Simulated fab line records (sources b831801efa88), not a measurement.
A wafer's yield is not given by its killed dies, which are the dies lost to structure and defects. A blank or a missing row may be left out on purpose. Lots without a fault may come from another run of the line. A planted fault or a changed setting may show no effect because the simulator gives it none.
fab line records ; flow sky130
record lots=13; wafers=39; last_day=50
route steps=708 shown METAL1@435 CAP2M@603 PASSIVATION@682 PAD_OPEN@708
lots that met no fault: taken from a fault-free run of the same line
start_h: hours from the record's opening day to when the first of the lot's shown wafers began ; wait_h: hours from the lot's prior step to this one ; " identical to the entry in the row above ; L1.1+2: a single row standing in for several wafers ; - either no value or no given start ; * or withheld: withheld ; < > ~ a bound
route shown NAME@n: a module of which the file shows steps, and the number in the route of the first ; usual: mean/standard deviation taken from wafers without a fault ; same: alike in all rows ; chamber/n: place in a boat ; sites: readings site by site ; _std_site: standard deviation across them ; _edge_site: the outer-site mean with the inner-site mean subtracted ; radius_mm: how far each site lies from the wafer's centre ; mask NAME#n: copy n ; behind: the most recent tool/chamber to have shaped the wafer ; hold: why the lot was held/for how many hours/how that ended ; device: the n, p or np transistor that did not switch ; end of line: the tests these same wafers got at the end of their route ; a step without rows: its recipe alone ; killed: not the wafer's yield, but the dies lost to structure and defects at the first sort ; map: shows each die of a wafer: x if killed, . if not, _ if none is there
set.NAME: the setting that was run; set.NAME@STEP: the one run at that earlier step ; model.NAME: the simulator's own value behind a step, which no gauge read
a sample of lots followed through the steps of the route, with each step as a table and each wafer as a row
services: from which hour (start_h, from the record's first day; less than 0 if before it) a tool's chamber was out of use, for how many hours, and why
## steps
# step SKY_METAL1_SPUTTER_01
# recipe material=TiN; target_thk_nm=20; power_w=6500; time_s=16.7; chamber_pressure_pa=0.4
# usual throttle_valve_pct=29.4/1.1
lot.wafer;tool;chamber;start_h;wait_h;throttle_valve_pct
L591.2;pvd_sputter-04;-;740.10;0.0;27.5
L591.3;pvd_sputter-04;-;740.10;0.0;30.8
L591.5;pvd_sputter-04;-;740.10;0.0;31.5
L592.1;pvd_sputter-01;-;749.00;0.0;28.4
L592.5;pvd_sputter-01;-;749.00;0.0;29.4
L592.6;pvd_sputter-01;-;749.00;0.0;30.0
L593.1;pvd_sputter-01;-;755.48;0.0;28.1
L593.2;pvd_sputter-01;-;755.48;0.0;29.7
L593.5;pvd_sputter-01;-;755.48;0.0;29.6
L595.2;pvd_sputter-04;-;769.81;0.0;28.7
L595.3;pvd_sputter-04;-;769.81;0.0;30.8
L595.6;pvd_sputter-04;-;769.81;0.0;29.8
L596.1;pvd_sputter-04;-;778.27;0.0;29.7
L596.5;pvd_sputter-04;-;778.27;0.0;28.7
L596.6;pvd_sputter-04;-;778.27;0.0;29.6
L597.2;pvd_sputter-03;-;796.15;0.0;29.2
L597.3;pvd_sputter-03;-;796.15;0.0;30.4
L597.6;pvd_sputter-03;-;796.15;0.0;29.1
L598.1;pvd_sputter-04;-;801.38;0.0;31.1
L598.5;pvd_sputter-04;-;801.38;0.0;29.7
L598.6;pvd_sputter-04;-;801.38;0.0;31.0
L602.1;pvd_sputter-04;-;843.79;0.0;27.7
L602.2;pvd_sputter-04;-;843.79;0.0;29.7
L602.6;pvd_sputter-04;-;843.79;0.0;31.0
L604.2;pvd_sputter-04;-;864.50;0.0;27.7
L604.5;pvd_sputter-04;-;864.50;0.0;29.6
L604.6;pvd_sputter-04;-;864.50;0.0;30.9
L607.1;pvd_sputter-01;-;879.20;0.0;29.4
L607.3;pvd_sputter-01;-;879.20;0.0;29.7
L607.6;pvd_sputter-01;-;879.20;0.0;29.8
L608.1;pvd_sputter-01;-;880.72;0.0;29.5
L608.2;pvd_sputter-01;-;880.72;0.0;29.5
L608.6;pvd_sputter-01;-;880.72;0.0;29.4
L609.1;pvd_sputter-01;-;888.07;0.0;28.3
L609.2;pvd_sputter-01;-;888.07;0.0;29.8
L609.3;pvd_sputter-01;-;888.07;0.0;28.2
L612.1;pvd_sputter-03;-;905.08;0.0;31.3
L612.4;pvd_sputter-03;-;905.08;0.0;29.5
L612.6;pvd_sputter-03;-;905.08;0.0;29.7
# step SKY_CAP2M_CVD_00
# recipe material=SiO2; target_thk_nm=15.5; temp_c=400; time_s=withheld; rf_w=450
# usual heater_power_outer_w=444/61; heater_power_w=749/120
lot.wafer;tool;chamber;start_h;wait_h;heater_power_outer_w;heater_power_w
L591.2;pecvd-04;2;936.92;0.0;436;745
L591.3;pecvd-04;0;936.92;0.0;329;490
L591.5;pecvd-04;0;936.92;0.0;330;492
L592.1;pecvd-03;0;940.58;0.0;538;867
L592.5;pecvd-03;2;940.58;0.0;492;877
L592.6;pecvd-03;0;940.58;0.0;520;869
L593.1;pecvd-04;0;948.51;0.0;354;535
L593.2;pecvd-04;2;948.51;0.0;456;780
L593.5;pecvd-04;1;948.51;0.0;426;700
L595.2;pecvd-04;1;964.66;0.0;406;712
L595.3;pecvd-04;0;964.66;0.0;363;534
L595.6;pecvd-04;1;964.66;0.0;413;740
L596.1;pecvd-01;1;969.94;0.0;449;736
L596.5;pecvd-01;2;969.94;0.0;428;701
L596.6;pecvd-01;1;969.94;0.0;433;743
L597.2;pecvd-01;2;984.66;0.0;398;647
L597.3;pecvd-01;1;984.66;0.0;427;707
L597.6;pecvd-01;0;984.66;0.0;498;877
L598.1;pecvd-04;2;990.54;0.0;442;729
L598.5;pecvd-04;2;990.54;0.0;430;736
L598.6;pecvd-04;1;990.54;0.0;421;725
L602.1;pecvd-03;2;1027.45;0.0;504;901
L602.2;pecvd-03;0;1027.45;0.0;520;841
L602.6;pecvd-03;2;1027.45;0.0;523;936
L604.2;pecvd-04;2;1044.21;0.0;446;730
L604.5;pecvd-04;0;1044.21;0.0;333;520
L604.6;pecvd-04;2;1044.21;0.0;440;754
L607.1;pecvd-01;2;1058.72;0.0;381;626
L607.3;pecvd-01;1;1058.72;0.0;425;701
L607.6;pecvd-01;2;1058.72;0.0;394;642
L608.1;pecvd-03;0;1059.29;0.0;469;768
L608.2;pecvd-03;2;1059.29;0.0;406;774
L608.6;pecvd-03;2;1059.29;0.0;419;788
L609.1;pecvd-04;2;1065.82;0.0;408;698
L609.2;pecvd-04;0;1065.82;0.0;428;597
L609.3;pecvd-04;1;1065.82;0.0;341;606
L612.1;pecvd-03;0;1081.32;0.0;416;700
L612.4;pecvd-03;2;1081.32;0.0;515;908
L612.6;pecvd-03;0;1081.32;0.0;424;713
# step SKY_CAP2M_OVL_MEAS_12
# usual CAP2M_OVL=-0.4/1.4
lot.wafer;tool;chamber;start_h;wait_h;CAP2M_OVL[nm]
L591.2;overlay-01;-;961.40;0.1;-0.7
L591.3;overlay-01;-;961.40;0.1;-0.1
L591.5;overlay-01;-;961.40;0.1;0.0
L592.1;overlay-01;-;965.30;0.1;0.3
L592.5;overlay-01;-;965.30;0.1;-2.0
L592.6;overlay-01;-;965.30;0.1;-0.2
L593.1;overlay-02;-;972.59;0.1;0.8
L593.2;overlay-02;-;972.59;0.1;0.9
L593.5;overlay-02;-;972.59;0.1;-0.1
L595.2;overlay-01;-;988.18;0.1;-1.0
L595.3;overlay-01;-;988.18;0.1;0.6
L595.6;overlay-01;-;988.18;0.1;0.5
L596.1;overlay-01;-;993.55;0.1;-0.7
L596.5;overlay-01;-;993.55;0.1;-0.7
L596.6;overlay-01;-;993.55;0.1;-0.5
L597.2;overlay-01;-;1007.98;0.1;0.5
L597.3;overlay-01;-;1007.98;0.1;-1.0
L597.6;overlay-01;-;1007.98;0.1;-0.6
L598.1;overlay-02;-;1013.50;0.1;0.6
L598.5;overlay-02;-;1013.50;0.1;1.2
L598.6;overlay-02;-;1013.50;0.1;0.4
L602.1;overlay-02;-;1050.09;0.1;1.6
L602.2;overlay-02;-;1050.09;0.1;2.5
L602.6;overlay-02;-;1050.09;0.1;2.5
L604.2;overlay-01;-;1065.40;0.1;-2.5
L604.5;overlay-01;-;1065.40;0.1;-3.6
L604.6;overlay-01;-;1065.40;0.1;-2.7
L607.1;overlay-02;-;1079.53;0.1;3.6
L607.3;overlay-02;-;1079.53;0.1;2.1
L607.6;overlay-02;-;1079.53;0.1;0.9
L608.1;overlay-01;-;1080.78;0.1;-2.0
L608.2;overlay-01;-;1080.78;0.1;-3.3
L608.6;overlay-01;-;1080.78;0.1;-3.0
L609.1;overlay-01;-;1087.18;0.1;0.6
L609.2;overlay-01;-;1087.18;0.1;-0.3
L609.3;overlay-01;-;1087.18;0.1;-1.0
L612.1;overlay-01;-;1101.80;0.1;0.5
L612.4;overlay-01;-;1101.80;0.1;-0.8
L612.6;overlay-01;-;1101.80;0.1;-1.3
# step SKY_PASSIVATION_THK_MEAS_01
# recipe reads=SiO2_of_PASSIVATION_CVD_00
# usual PASSIVATION_CVD_00_THK=90.5/1.1
lot.wafer;tool;chamber;start_h;wait_h;PASSIVATION_CVD_00_THK[nm]
L591.2;film_metro-04;-;1036.98;-;89.3
L591.3;film_metro-04;-;1036.98;-;90.2
L591.5;film_metro-04;-;1036.98;-;91.3
L592.1;film_metro-01;-;1040.88;-;89.3
L592.5;film_metro-01;-;1040.88;-;91.7
L592.6;film_metro-01;-;1040.88;-;89.8
L593.1;film_metro-01;-;1048.04;-;88.5
L593.2;film_metro-01;-;1048.04;-;89.2
L593.5;film_metro-01;-;1048.04;-;91.1
L595.2;film_metro-02;-;1061.13;-;89.8
L595.3;film_metro-02;-;1061.13;-;89.3
L595.6;film_metro-02;-;1061.13;-;90.2
L596.1;film_metro-04;-;1066.08;-;90.5
L596.5;film_metro-04;-;1066.08;-;91.9
L596.6;film_metro-04;-;1066.08;-;93.4
L597.2;film_metro-01;-;1078.78;-;91.2
L597.3;film_metro-01;-;1078.78;-;91.0
L597.6;film_metro-01;-;1078.78;-;94.2
L598.1;film_metro-01;-;1084.97;-;88.8
L598.5;film_metro-01;-;1084.97;-;91.2
L598.6;film_metro-01;-;1084.97;-;91.2
L602.1;film_metro-02;-;1116.61;-;88.8
L602.2;film_metro-02;-;1116.61;-;88.7
L602.6;film_metro-02;-;1116.61;-;91.3
L604.2;film_metro-01;-;1131.53;-;88.9
L604.5;film_metro-01;-;1131.53;-;90.1
L604.6;film_metro-01;-;1131.53;-;90.9
L607.1;film_metro-01;-;1142.96;-;89.4
L607.3;film_metro-01;-;1142.96;-;89.2
L607.6;film_metro-01;-;1142.96;-;90.2
L608.1;film_metro-01;-;1144.82;-;89.0
L608.2;film_metro-01;-;1144.82;-;89.9
L608.6;film_metro-01;-;1144.82;-;90.8
L609.1;film_metro-04;-;1150.87;-;87.8
L609.2;film_metro-04;-;1150.87;-;88.2
L609.3;film_metro-04;-;1150.87;-;88.4
L612.1;film_metro-01;-;1162.97;-;89.9
L612.4;film_metro-01;-;1162.97;-;91.1
L612.6;film_metro-01;-;1162.97;-;91.4
# step SKY_PAD_OPEN_PROBE_99
# usual defect_limited_yield=82.9/1.7; killed_at_M0_to_M3=42/6.7; killed_at_M4_up=3.4/2; killed_at_contacts=24/5.1; killed_at_front_end=14/4.2; killed_at_other=0.2/0.49; killed_dies=84/8.4; killed_open=46/7; killed_short=39/5.8; sort_bin_3_pad_short=0.8/0.42; sort_bin_5_function=10.2/1.3; sort_bin_6_memory=6.1/1; sort_n_pass=408/8.4; sort_yield_pct=82.9/1.7
# same gross_dies=492; killed_at_back_side=0; sort_bin_4_leakage[%]=0; sort_bin_8_speed[%]=0
lot.wafer;tool;chamber;start_h;wait_h;defect_limited_yield[%];killed_at_M0_to_M3;killed_at_M4_up;killed_at_contacts;killed_at_front_end;killed_at_other;killed_dies;killed_open;killed_short;sort_bin_3_pad_short[%];sort_bin_5_function[%];sort_bin_6_memory[%];sort_n_pass;sort_yield_pct[%]
L602.1;prober-02;-;1156.42;0.1;75.6;91;5;19;4;1;120;42;43;3.0;14.0;7.3;372;75.6
L602.2;prober-02;-;1156.47;0.1;75.4;82;7;14;18;0;121;46;43;1.8;14.4;8.3;371;75.4
L602.6;prober-02;-;1156.67;0.2;79.5;71;5;13;12;0;101;46;27;1.6;12.4;6.5;391;79.5
L604.2;prober-02;-;1170.46;0.1;78.0;65;5;18;20;0;108;43;31;2.0;13.4;6.5;384;78.0
L604.5;prober-02;-;1170.61;0.2;78.5;72;6;16;12;0;106;41;30;1.4;15.2;4.9;386;78.5
L604.6;prober-02;-;1170.66;0.2;78.5;68;1;25;12;0;106;43;38;2.4;14.2;4.9;386;78.5
# killed by level:class
L602.1 METAL1:unspecified=35 VIA3:geometric_particle:open=10 VIA1:geometric_particle:short=9 VIA1:geometric_particle:open=8 LI_CONTACT:geometric_particle:open=7 CONTACT:geometric_particle:open=6 METAL1:geometric_particle:short=6 METAL2:geometric_particle:short=6
L602.2 METAL1:unspecified=32 VIA1:geometric_particle:open=12 METAL2:geometric_particle:short=9 METAL1:geometric_particle:short=7 LI_CONTACT:geometric_particle:open=5 CONTACT:geometric_particle:open=5 VIA2:geometric_particle:open=5 VIA3:geometric_particle:open=5
L602.6 METAL1:unspecified=28 VIA3:geometric_particle:open=11 LI_CONTACT:geometric_particle:open=8 VIA1:geometric_particle:open=8 METAL2:geometric_particle:short=6 FIELD_ISO:geometric_particle:short=5 VIA2:geometric_particle:open=5 FIELD_ISO:geometric_particle:open=3
L604.2 METAL1:unspecified=34 FIELD_ISO:geometric_particle:open=9 VIA1:geometric_particle:open=8 LI_CONTACT:geometric_particle:open=7 FIELD_ISO:geometric_particle:short=5 CONTACT:geometric_particle:open=5 VIA2:geometric_particle:open=5 POLY_GATE:geometric_particle:short=3
L604.5 METAL1:unspecified=35 VIA1:geometric_particle:open=13 METAL1:geometric_particle:short=9 VIA2:geometric_particle:open=6 CONTACT:geometric_particle:open=5 METAL4:geometric_particle:short=4 FIELD_ISO:geometric_particle:open=3 FIELD_ISO:geometric_particle:short=3
L604.6 METAL1:unspecified=25 VIA1:geometric_particle:open=11 METAL2:geometric_particle:short=8 VIA2:geometric_particle:open=8 CONTACT:geometric_particle:open=7 FIELD_ISO:geometric_particle:short=6 LI_CONTACT:geometric_particle:short=5 METAL1:geometric_particle:short=5
## services
tool;chamber;start_h;hours;kind
pvd_sputter-01;-;723.42;3.2;repair
pecvd-03;1;728.14;5.1;repair
pecvd-03;1;747.99;3.8;repair
pecvd-01;1;753.96;12.4;repair
pvd_sputter-04;-;755.08;8.5;repair
pecvd-04;0;755.35;10.1;repair
pecvd-01;0;756.65;6.4;repair
pecvd-04;-;806.55;0.7;repair
pvd_sputter-01;-;814.61;11.5;repair
pecvd-04;2;865.93;12.3;repair
pvd_sputter-04;-;883.49;6.7;repair
pecvd-04;2;892.30;20.4;repair
pvd_sputter-01;-;900.93;0.5;repair
pecvd-01;-;925.87;1.1;repair
pecvd-01;0;939.61;7.1;repair
pecvd-01;-;944.46;0.4;repair
pvd_sputter-01;-;952.13;3.7;repair
pecvd-01;-;964.74;1.8;repair
pecvd-04;2;1002.55;6.1;repair
pecvd-03;-;1018.74;1.6;repair
pecvd-03;2;1040.49;6.4;repair
pecvd-03;-;1041.20;0.4;repair
pvd_sputter-01;-;1047.97;1.6;repair
pecvd-04;2;1053.90;4.3;repair
## key
first_sign step=SKY_PAD_OPEN_PROBE_99; reading=killed_at_M0_to_M3; direction=up; sigmas=4.8; usual=42; struck=75
effect step=SKY_PAD_OPEN_PROBE_99; reading=defect_limited_yield; direction=down; sigmas=3.1; usual=82.9; struck=77.6
met_at SKY_METAL1_SPUTTER_01
struck_lots L602,L604
not_acting_at SKY_CAP2M_CVD_00,SKY_CAP2M_OVL_MEAS_12,SKY_PASSIVATION_THK_MEAS_01
onset_between 801.38 843.79
fault kind=chamber_particle_source; tool=pvd_sputter-04; chamber=-; onset_h=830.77; steps=SKY_METAL1_SPUTTER_01; rate_per_visit_cm2=0.96733; end_h=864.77
